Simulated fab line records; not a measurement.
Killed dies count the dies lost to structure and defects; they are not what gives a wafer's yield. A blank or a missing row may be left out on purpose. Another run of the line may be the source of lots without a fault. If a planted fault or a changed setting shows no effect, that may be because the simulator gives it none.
Struck lot and sound lot, side by side | flow sfq line | 42 steps out of a route of 325
Sound: the wafers L573.2, L573.4, L573.5. Struck: wafers L582.1, L582.5. (L582.6 of the same lot was not struck and is left out.) The cause comes at the end.
Per side, at each step with rows, come the tool, then ch with its chambers, and then its first start. Under that, the readings that differ: sound wafers | struck wafers | difference of the means | sigmas: that difference in standard deviations of wafers without a fault.
alike: a reading whose means differ by less than 2 such deviations, as well as words and numbers matching on both sides. not compared: withheld readings; readings where some wafer has no value; bounds like >300 that might hide an equal value; numbers whose values overlap and for which the record gives no deviation.
A row with sigmas, a row that says differs or no value, or rows on one side alone: a step with any of these is where the two part. When numbers do not overlap yet have no deviation, they are printed without sigmas and do not part them. Lack of a reading on every wafer of one side parts them only where that side has two or more wafers.

first, 2 steps without rows for these wafers: SFQ_TRILAYER_R5_DEP_SPUTTER_133 (material MoNx, target thk 40 nm, time 66.7 s); SFQ_TRILAYER_R5_DEP_SPUTTER_134 (material Ti, target thk 5 nm, time 5 s).
SFQ_R5_RS_MEAS_933: measures by four-point-probe.
  sound on film metro-02, day 58 23:47; struck on film metro-03, day 65 17:56
  alike: R5_MONX_RS
SFQ_R5_THK_MEAS_934: measures by xrf.
  sound on film metro-02, day 58 23:54; struck on film metro-03, day 65 18:04
  alike: R5_MONX_THK
then, 6 steps without rows for these wafers: SFQ_TRILAYER_R5_LITHO_COAT_141 (resist thk 62 nm); SFQ_TRILAYER_R5_LITHO_COAT_136 (resist thk 600 nm); SFQ_TRILAYER_R5_LITHO_SOFTBAKE_140; SFQ_TRILAYER_R5_LITHO_EXPOSE_137 (exposes mask R5, target cd 500 nm); SFQ_TRILAYER_R5_LITHO_PEB_139 (peb time 60 s); SFQ_TRILAYER_R5_LITHO_DEVELOP_138 (time 60 s).
SFQ_R5_OVL_MEAS_935:
  sound on overlay-02, day 59 14:14; struck on overlay-02, day 65 21:03
  alike: R5_OVL
SFQ_TRILAYER_R5_BARC_OPEN_METAL_ETCH_177: etches BARC in O2, target depth 125 nm, time 41.7 s.
  sound on rie metal-03 ch 0,1, day 59 14:16; struck on rie metal-04 ch 1, day 65 21:05
  reading                     | sound       | struck  | difference | sigmas
  drypump motor current A (A) | 6.5 6.3 6.3 | 5.0 5.0 | -1.4       | -2
  alike: oes product au
  not compared: rf hours counter h
SFQ_TRILAYER_R5_ETCH_METAL_ETCH_139: etches the open film in Cl2, stops on SiO2, target depth 60 nm, time 40 s.
  sound on rie metal-03 ch 0,1, day 59 14:19; struck on rie metal-04 ch 1, day 65 21:09
  reading                                             | sound             | struck      | difference | sigmas
  drypump motor current A (A)                         | 6.4 6.3 6.3       | 5.0 5.0     | -1.3       | -2
  oes product au (a.u.)                               | 0.988 0.987 0.985 | 0.871 0.865 | -0.119     | -20
  model.etch.depth nm (nm)                            | 59.07 59.48 59.45 | 47.23 47.18 | -12.13     |
  model.R5.feature depth nm (nm)                      | 59.07 59.48 59.45 | 47.23 47.18 | -12.13     |
  model.KrF_of_TRILAYER_R5_LITHO_COAT_136.thk nm (nm) | 501.3 501.5 501.4 | 504.3 504   | +2.8       |
  not compared: rf hours counter h
then, 9 steps without rows for these wafers: SFQ_TRILAYER_R5_STRIP_STRIP_140 (strips in O2); SFQ_TRILAYER_R5_STRIP_SOLV_CLEAN_141 (cleans in NMP, time 600 s); SFQ_TRILAYER_A5C_DEP_PECVD_142 (deposits SiO2 from SiH4/N2O, time 15.556 s, target thk 70 nm); SFQ_TRILAYER_I5_LITHO_COAT_149 (resist thk 62 nm); SFQ_TRILAYER_I5_LITHO_COAT_144 (resist thk 650 nm); SFQ_TRILAYER_I5_LITHO_SOFTBAKE_148; SFQ_TRILAYER_I5_LITHO_EXPOSE_145 (exposes mask I5, target cd 700 nm); SFQ_TRILAYER_I5_LITHO_PEB_147 (peb time 60 s); SFQ_TRILAYER_I5_LITHO_DEVELOP_146 (time 60 s).
-- the record jumps here: 4 days lie between the struck wafers' starts before and after --
SFQ_I5_OVL_MEAS_936:
  sound on overlay-02, day 65 17:40; struck on overlay-02, day 69 21:01
  alike: I5_OVL
then, 2 steps without rows for these wafers: SFQ_TRILAYER_I5_BARC_OPEN_VIA_ETCH_200 (etches BARC in O2, target depth 125 nm, time 41.7 s); SFQ_TRILAYER_I5_ETCH_VIA_ETCH_147 (etches the open film in CHF3, stops on Nb, target depth 360 nm).
SFQ_TRILAYER_I5_STRIP_STRIP_148: strips in O2.
  sound on rie metal-04 ch 0,1, day 65 17:53; struck on rie metal-01 ch 1, day 69 21:14
  alike: drypump motor current A, oes product au
  not compared: rf hours counter h
then, 7 steps without rows for these wafers: SFQ_TRILAYER_I5_STRIP_SOLV_CLEAN_149 (cleans in NMP, time 600 s); SFQ_TRILAYER_C5_LITHO_COAT_156 (resist thk 62 nm); SFQ_TRILAYER_C5_LITHO_COAT_151 (resist thk 650 nm); SFQ_TRILAYER_C5_LITHO_SOFTBAKE_155; SFQ_TRILAYER_C5_LITHO_EXPOSE_152 (exposes mask C5, target cd 500 nm); SFQ_TRILAYER_C5_LITHO_PEB_154 (peb time 60 s); SFQ_TRILAYER_C5_LITHO_DEVELOP_153 (time 60 s).
-- the record jumps here: 5 days lie between the struck wafers' starts before and after --
SFQ_C5_OVL_MEAS_937:
  sound on overlay-01, day 69 16:13; struck on overlay-02, day 74 10:19
  alike: C5_OVL
SFQ_TRILAYER_C5_BARC_OPEN_VIA_ETCH_210: etches BARC in O2, target depth 125 nm, time 41.7 s.
  sound on rie diel-04 ch 1,2,3, day 69 16:14; struck on rie diel-04 ch 0,1, day 74 10:20
  alike: drypump motor current A, oes product au
  not compared: rf hours counter h
SFQ_TRILAYER_C5_ETCH_VIA_ETCH_154: etches SiO2 in CHF3, stops on Nb, target depth 84 nm.
  sound on rie diel-04 ch 1,2,3, day 69 16:17; struck on rie diel-04 ch 0,1, day 74 10:23
  alike: drypump motor current A, oes product au
SFQ_TRILAYER_C5_STRIP_STRIP_155: strips in O2.
  sound on rie metal-03 ch 0,1, day 69 16:20; struck on rie metal-01 ch 0, day 74 10:26
  alike: drypump motor current A, oes product au
  not compared: rf hours counter h
then, 3 steps without rows for these wafers: SFQ_TRILAYER_C5_STRIP_SOLV_CLEAN_156 (cleans in NMP, time 600 s); SFQ_TRILAYER_M6_DEP_PRE_CLEAN_158 (time 22.5 s); SFQ_TRILAYER_M6_DEP_SPUTTER_157 (material Nb, target thk 200 nm, time 133.3 s).
SFQ_M6_RS_MEAS_938: measures by four-point-probe.
  sound on film metro-02, day 69 17:15; struck on film metro-03, day 74 11:20
  alike: M6_NB_RS
-- the record jumps here: 5 days lie between the struck wafers' starts before and after (it left off in module M6 and takes up again in module M8, whose first step shown is number 325 of the route) --
SFQ_M8_BOW_MEAS_951:
  sound on film metro-03, day 79 07:30; struck on film metro-02, day 79 23:05
  reading                       | sound    | struck | difference | sigmas
  model.etest.r5.comb log10 ohm | 12 12 12 | 0 0    | -12        |
  alike: M8_BOW

== WHERE THEY PART ==
Earliest at SFQ_TRILAYER_R5_BARC_OPEN_METAL_ETCH_177; latest, in this record, at SFQ_TRILAYER_R5_ETCH_METAL_ETCH_139. Later steps at which nothing parts them and some readings are alike: SFQ_I5_OVL_MEAS_936, SFQ_TRILAYER_I5_STRIP_STRIP_148, SFQ_C5_OVL_MEAS_937, SFQ_TRILAYER_C5_BARC_OPEN_VIA_ETCH_210, SFQ_TRILAYER_C5_ETCH_VIA_ETCH_154, SFQ_TRILAYER_C5_STRIP_STRIP_155, SFQ_M6_RS_MEAS_938, SFQ_M8_BOW_MEAS_951.

WHY: what the simulator had put in
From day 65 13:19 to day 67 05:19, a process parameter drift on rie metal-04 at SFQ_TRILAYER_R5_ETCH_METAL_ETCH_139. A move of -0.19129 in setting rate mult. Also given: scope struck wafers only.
